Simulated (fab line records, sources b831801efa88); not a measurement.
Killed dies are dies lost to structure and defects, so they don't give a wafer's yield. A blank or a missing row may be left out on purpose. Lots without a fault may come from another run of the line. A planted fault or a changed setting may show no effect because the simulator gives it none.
Problem report in the 8D (eight disciplines) form, filled by code | flow gf180mcu | the parts of the form that need people (team, actions taken, sign-off) are left out

1. THE PROBLEM
DUAL_GATE_OXIDATION_00_THK at GF_DUAL_GATE_THK_MEAS_03 reads a mean of 9.21 nm on 6 wafers of 2 lots; wafers without a fault read 11.01 nm with a standard deviation of 0.2. That is -9.0 standard deviations from the usual mean.
First seen on wafer L249.3, day 10 10:26, on film_metro-01. The record holds 42 wafers of 14 lots with a number at this step. Rule for "out", or "out of limits": more than 4 standard deviations from the usual mean. The other wafers with a number count as sound.

2. WHAT IT IS AND WHAT IT IS NOT
question                    | is                           | is not
which readings at this step | DUAL_GATE_OXIDATION_00_THK   | -
which lots                  | L249, L251                   | L239, L240, L241, L242, L244, L245, L256, L257, L258, L260, L261, L262
which wafers of those lots  | all that have a number       | -
read on which gauges        | film_metro-01, film_metro-02 | film_metro-03
when                        | from day 10 10:26            | up to then (18 sound wafers); but 18 sound wafers of L256, L257, L258, L260, L261, L262 came after

3. SUSPECTS, AND WHAT RULES EACH OUT
Counting: a tool at a process step up to the reading stays a suspect if it ran every lot that is out and no sound lot after the first of them.
- the gauge at GF_DUAL_GATE_THK_MEAS_03: ruled out. The wafers that are out were read on 2 gauges (film_metro-01, film_metro-02).
- furnace-02 at GF_DUAL_GATE_OXIDATION_02 (stabilise 600 s, purge 300 s, target thk 10.887 nm): ruled out as a lasting fault. Sound lots L262 ran on it after its first lot that is out, L249 (day 10 08:59).
Left after counting: nothing in the record.

4. THE CAUSE (what the simulator had put in)
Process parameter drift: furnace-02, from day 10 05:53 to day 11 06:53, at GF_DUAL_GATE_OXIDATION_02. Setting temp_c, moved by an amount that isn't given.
Counting ruled it out, wrongly: the rule takes a fault to strike every lot that its tool runs from its start on, and this one did not.

5. THE CHAIN OF EFFECTS, in route order
Each row: a reading whose mean over the struck wafers that have a number lies more than 3 standard deviations from the usual. Only readings for which the record gives a usual standard deviation are gone through. hours: the time from each lot's start at the first step in this table that gives one to its start at this step, as a median over the lots. sigmas: the change in usual standard deviations.
hours | step                      | reading                    | usual    | on struck wafers | change | sigmas
0     | GF_DUAL_GATE_OXIDATION_02 | spike_tc_bottom_C          | 919.0 C  | 904.3            | -14.7  | -13
0     | GF_DUAL_GATE_OXIDATION_02 | spike_tc_centre_C          | 901.2 C  | 884.3            | -16.9  | -15
0     | GF_DUAL_GATE_OXIDATION_02 | spike_tc_lower_C           | 900.4 C  | 884.7            | -15.7  | -13
0     | GF_DUAL_GATE_OXIDATION_02 | spike_tc_top_C             | 915.2 C  | 902.5            | -12.7  | -5.1
0     | GF_DUAL_GATE_OXIDATION_02 | spike_tc_upper_C           | 899.3 C  | 884.4            | -14.9  | -12
0     | GF_DUAL_GATE_OXIDATION_02 | tube_center_temp_C         | 900 C    | 884              | -16    | -99 or more
0     | GF_DUAL_GATE_OXIDATION_02 | tube_center_temp_C_max     | 902.3    | 886.7            | -15.6  | -46
1     | GF_DUAL_GATE_THK_MEAS_03  | DUAL_GATE_OXIDATION_00_THK | 11.01 nm | 9.21             | -1.79  | -9.0
The process steps in it:
- GF_DUAL_GATE_OXIDATION_02: stabilise 600 s, purge 300 s, target thk 10.887 nm.

6. WHAT WOULD HAVE CAUGHT IT SOONER
In this record the first reading out of limits at a measuring or inspecting step was taken at day 10 10:26, 5 hours after the fault began at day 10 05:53.
The tool's own readings at GF_DUAL_GATE_OXIDATION_02 were out on every struck wafer that the step has a row for (spike_tc_bottom_C, spike_tc_centre_C, spike_tc_lower_C, spike_tc_top_C, spike_tc_upper_C, tube_center_temp_C, tube_center_temp_C_max): an alarm limit on them would have fired on the first of those.
